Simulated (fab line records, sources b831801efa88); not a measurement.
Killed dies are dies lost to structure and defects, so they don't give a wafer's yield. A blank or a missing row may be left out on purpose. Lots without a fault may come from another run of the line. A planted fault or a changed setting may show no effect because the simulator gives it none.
A struck lot beside a sound one | flow sky130 | 17 steps out of a route of 708
Sound: wafers L802.3, L802.5, L802.6. Struck: wafers L812.1, L812.2, L812.5. The cause comes at the end.
At each step with rows: each side's tool, then ch and its chambers, then its first start. Under that, the readings that differ: sound wafers | struck wafers | difference of the means | sigmas: that difference in standard deviations of wafers without a fault.
alike: readings whose means differ by less than 2 such deviations, and words and numbers that are the same on both sides. not compared: withheld readings, readings that some wafer has no value for, bounds like >300 that may hide the same value, and numbers for which the record gives no deviation and whose values overlap.
The two part at a step that has a row with sigmas, a row that says differs or no value, or rows on one side only. Numbers that don't overlap but have no deviation are shown without sigmas and don't part them. A reading that every wafer of one side lacks parts them only if that side has two wafers or more.

SKY_LDD_HVP_TW_MEAS_10:
  sound on film_metro-04, day 23 07:25; struck on film_metro-02, day 25 16:32
  alike: LDD_HVP_TW
then, 7 steps without rows for these wafers: SKY_LDD_LDN_DEHYDRATE_00 (time 60 s); SKY_LDD_LDN_HMDS_01 (prime time 60 s); SKY_LDD_LDN_COAT_02 (resist thk 1140 nm); SKY_LDD_LDN_SOFTBAKE_03 (time 60 s); SKY_LDD_LDN_EXPOSE_04 (exposes mask LDNTM, target cd 700 nm); SKY_LDD_LDN_PEB_05; SKY_LDD_LDN_DEVELOP_06 (develop time 60 s).
SKY_LDD_LDN_OVL_MEAS_07:
  sound on overlay-02, day 24 12:28; struck on overlay-02, day 26 21:31
  alike: LDD_LDN_OVL
then, 3 steps without rows for these wafers: SKY_LDD_LDN_IMPLANT_08; SKY_LDD_LDN_IMPLANT_09; SKY_LDD_LDN_IMPLANT_10.
SKY_LDD_LDN_IMPLANT_11:
  sound on implanter-02 ch 0, day 24 13:00; struck on implanter-03 ch 0, day 26 22:19
  alike: dose_ions_cm2
SKY_LDD_LDN_STRIP_12: strips in O2/N2.
  sound on plasma_asher-04 ch 0,1, day 24 13:08; struck on plasma_asher-04 ch 0,1, day 26 22:28
  reading                      | sound             | struck            | difference | sigmas
  strip_time_to_endpoint_s (s) | 14.19 14.23 14.20 | 14.12 14.10 14.06 | -0.11      | -2
  alike: drypump_motor_current_A, oes_product_au
  not compared: rf_hours_counter_h
SKY_LDD_LDN_TW_MEAS_13:
  sound on film_metro-01, day 24 13:13; struck on film_metro-02, day 26 22:34
  reading    | sound          | struck         | difference | sigmas
  LDD_LDN_TW | 1475 1475 1477 | 1560 1558 1564 | +85        | +5
then, 1 step without rows for these wafers: SKY_LDD_LDN_CLEAN_14 (cleans in SC1/SC2, time 150 s).
-- the record jumps here: 22 days lie between the struck wafers' starts before and after (it left off in module LDD_LDN and takes up again in module PAD_OPEN, whose first step shown is number 708 of the route) --
SKY_PAD_OPEN_PROBE_99:
  sound on prober-02, day 46 20:55; struck on prober-01, day 48 11:11
  reading                         | sound          | struck         | difference | sigmas
  model.etest.tip_sonos.rs_ohm_sq | 2460 2465 2474 | 2265 2261 2250 | -208       |
  alike: killed_at_M0_to_M3, killed_at_M4_up, killed_at_contacts, killed_at_front_end, killed_at_other, killed_dies, killed_on_rim, killed_open, killed_short

WHERE THEY PART
First at SKY_LDD_LDN_STRIP_12; last, within this record, at SKY_LDD_LDN_TW_MEAS_13. Later steps at which nothing parts them and some readings are alike: SKY_PAD_OPEN_PROBE_99.

WHY: what the simulator had put in
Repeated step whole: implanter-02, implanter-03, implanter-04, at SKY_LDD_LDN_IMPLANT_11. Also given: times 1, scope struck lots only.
